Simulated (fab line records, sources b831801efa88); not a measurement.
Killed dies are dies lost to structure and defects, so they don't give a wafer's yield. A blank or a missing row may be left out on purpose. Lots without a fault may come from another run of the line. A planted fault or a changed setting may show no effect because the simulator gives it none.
Which tool did it? | flow gf180mcu | 13 lots, 39 wafers sampled, at 5 steps of a route of 602

WHAT THE GAUGES READ, wafer by wafer
GF_POLY_GATE_CD_MEAS_10: target cd 280 nm.
lot  | measured     | on        | cd_nm (nm)
L619 | day 9 18:07  | cd_sem-01 | 281.1 280.7 281.1
L620 | day 10 00:43 | cd_sem-01 | 278.8 279.5 279.0
L621 | day 10 06:46 | cd_sem-02 | 280.1 282.0 281.3
L622 | day 10 17:10 | cd_sem-02 | 280.9 281.3 281.7
L625 | day 11 14:16 | cd_sem-02 | 280.2 279.1 281.7
L629 | day 12 21:10 | cd_sem-02 | 281.0 280.1 280.4
L630 | day 13 01:48 | cd_sem-02 | 279.4 278.6 278.6
L632 | day 13 17:17 | cd_sem-01 | 282.0 281.8 280.5
L634 | day 14 07:35 | cd_sem-02 | 280.7 280.3 280.4
L635 | day 14 15:46 | cd_sem-01 | 282.2 282.4 281.9
L637 | day 15 06:43 | cd_sem-02 | 280.4 280.4 279.5
L639 | day 15 21:38 | cd_sem-01 | 279.5 278.7 280.4
L640 | day 16 07:19 | cd_sem-01 | 280.4 281.2 281.8

GF_M1_CD_MEAS_14: target cd 230 nm.
lot  | measured     | on        | cd_nm (nm)
L619 | day 17 17:31 | cd_sem-01 | 229.5 228.7 229.0
L620 | day 18 01:28 | cd_sem-02 | 229.9 229.1 229.0
L621 | day 18 12:25 | cd_sem-02 | 227.2 226.7 226.7
L622 | day 19 01:20 | cd_sem-01 | 227.6 229.6 228.4
L625 | day 20 02:35 | cd_sem-02 | 229.1 229.9 230.2
L629 | day 21 19:48 | cd_sem-02 | 227.6 226.8 228.2
L630 | day 21 23:25 | cd_sem-02 | 230.1 231.7 230.8
L632 | day 22 21:47 | cd_sem-01 | 230.9 227.6 229.8
L634 | day 23 16:26 | cd_sem-02 | 229.6 231.1 228.5
L635 | day 23 22:25 | cd_sem-02 | 232.0 231.4 231.2
L637 | day 24 09:05 | cd_sem-01 | 230.5 230.3 230.0
L639 | day 25 01:26 | cd_sem-02 | 230.8 230.6 228.9
L640 | day 25 09:22 | cd_sem-01 | 229.6 228.9 228.1

WHICH TOOL RAN EACH LOT (tool, then ch and the chambers of the sampled wafers, then the start)
lot  | GF_SAB_COAT_04                    | GF_SAB_STRIP_13                      | GF_M1_SPUTTER_01
L619 | litho_track-03 ch 0, day 15 06:03 | plasma_asher-03 ch 0,1, day 15 17:28 | pvd_sputter-02, day 16 18:16
L620 | litho_track-03 ch 0, day 15 13:39 | plasma_asher-01 ch 0,1, day 16 01:19 | pvd_sputter-04, day 17 02:24
L621 | litho_track-04 ch 0, day 15 23:31 | plasma_asher-03 ch 0,1, day 16 11:16 | pvd_sputter-03, day 17 12:45
L622 | litho_track-03 ch 0, day 16 12:17 | plasma_asher-01 ch 0,1, day 17 00:25 | pvd_sputter-04, day 18 02:13
L625 | litho_track-04 ch 0, day 17 11:50 | plasma_asher-03 ch 0,1, day 18 00:07 | pvd_sputter-04, day 19 02:19
L629 | litho_track-04 ch 0, day 19 04:04 | plasma_asher-03 ch 0,1, day 19 16:37 | pvd_sputter-02, day 20 20:01
L630 | litho_track-03 ch 0, day 19 07:33 | plasma_asher-03 ch 0,1, day 19 20:31 | pvd_sputter-02, day 20 23:40
L632 | litho_track-04 ch 0, day 20 06:11 | plasma_asher-01 ch 0,1, day 20 18:40 | pvd_sputter-03, day 21 21:32
L634 | litho_track-02 ch 0, day 21 02:56 | plasma_asher-04 ch 0,1, day 21 15:19 | pvd_sputter-02, day 22 17:46
L635 | litho_track-02 ch 0, day 21 08:46 | plasma_asher-04 ch 0,1, day 21 20:59 | pvd_sputter-04, day 22 23:38
L637 | litho_track-02 ch 0, day 21 21:11 | plasma_asher-01 ch 0,1, day 22 09:22 | pvd_sputter-04, day 23 10:39
L639 | litho_track-02 ch 0, day 22 13:53 | plasma_asher-01 ch 0, day 23 01:50   | pvd_sputter-02, day 24 03:13
L640 | litho_track-03 ch 0, day 22 23:33 | plasma_asher-03 ch 0,1, day 23 11:19 | pvd_sputter-04, day 24 12:28
- GF_SAB_COAT_04: resist thk 1000 nm.
- GF_SAB_STRIP_13: strips in O2/N2.
- GF_M1_SPUTTER_01: material TiN, target thk 30 nm, time 25 s.

WHAT THE TOOLS THEMSELVES READ (means of the sampled wafers that have a number; where no wafer has one, the mark that the record gives instead)
GF_SAB_STRIP_13.
lot  | tool            | chamber_pressure_mTorr (mTorr) | drypump_motor_current_A (A) | heater_power_w (W) | oes_product_au (a.u.) | strip_time_to_endpoint_s (s)
L619 | plasma_asher-03 | 1501.4                         | 5.7                         | 326                | 0.711                 | 12.65
L620 | plasma_asher-01 | 1500.4                         | 5.7                         | 277                | 0.710                 | 12.61
L621 | plasma_asher-03 | 1499.4                         | 6.1                         | 341                | 0.702                 | 12.64
L622 | plasma_asher-01 | 1499.4                         | 5.8                         | 280                | 0.711                 | 12.60
L625 | plasma_asher-03 | 1500.4                         | 5.7                         | 333                | 0.710                 | 12.64
L629 | plasma_asher-03 | 1498.9                         | 5.7                         | 328                | 0.711                 | 12.79
L630 | plasma_asher-03 | 1500.0                         | 5.7                         | 335                | 0.707                 | 12.67
L632 | plasma_asher-01 | 1499.9                         | 5.7                         | 278                | 0.711                 | 12.82
L634 | plasma_asher-04 | 1499.3                         | 6.0                         | 343                | 0.711                 | 12.60
L635 | plasma_asher-04 | 1500.0                         | 6.0                         | 349                | 0.712                 | 12.63
L637 | plasma_asher-01 | 1500.0                         | 6.1                         | 278                | 0.709                 | 12.63
L639 | plasma_asher-01 | 1498.5                         | 5.4                         | 281                | 0.713                 | 12.67
L640 | plasma_asher-03 | 1500.9                         | 5.7                         | 329                | 0.713                 | 12.55

GF_M1_SPUTTER_01.
lot  | tool           | throttle_valve_pct (%)
L619 | pvd_sputter-02 | 29.3
L620 | pvd_sputter-04 | 28.8
L621 | pvd_sputter-03 | 30.0
L622 | pvd_sputter-04 | 28.4
L625 | pvd_sputter-04 | 29.8
L629 | pvd_sputter-02 | 30.4
L630 | pvd_sputter-02 | 29.7
L632 | pvd_sputter-03 | 30.6
L634 | pvd_sputter-02 | 30.4
L635 | pvd_sputter-04 | 29.2
L637 | pvd_sputter-04 | 28.9
L639 | pvd_sputter-02 | 29.9
L640 | pvd_sputter-04 | 28.5

THE ANSWER, worked out from the rows above alone
Rule: what is usual is taken from the lots themselves. Put in order of their means at a reading, lots are off if they are a third of the lots or fewer, leave a main group of 4 or more, and stand apart from it by a gap of 3 or more times the standard deviation of the main group's means; of several such gaps the widest counts. A main group whose means are all the same, to the digits that the tables above print for the reading, isn't used. A lot without any number at a reading at which 4 lots or more have one is off too. The other lots that the step has rows for count as sound. The gauges are gone through in route order, then the tools' own readings, and for those a lot's mean is taken as printed above. The first step at which some lot is off is used, and at that step the reading that is off furthest; a lot without a number counts as furthest.
Off: L629, L632, at GF_SAB_STRIP_13 (strip_time_to_endpoint_s). The main group: mean 12.63 s, standard deviation 0.033.
A tool fits if, at that step or a process step before it, it ran every lot that is off, and no sound lot after the first of them. One fits: litho_track-04 at GF_SAB_COAT_04. Its last sound lot is L625 (day 17 11:50), its first lot that is off L629 (day 19 04:04): a fault that began between those two fits.

WHAT THE SIMULATOR HAD PUT IN
Process parameter drift: litho_track-04, from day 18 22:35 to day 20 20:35, at GF_SAB_COAT_04. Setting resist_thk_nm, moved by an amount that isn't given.
Lots struck among those shown: L629, L632. The rule above found the same.
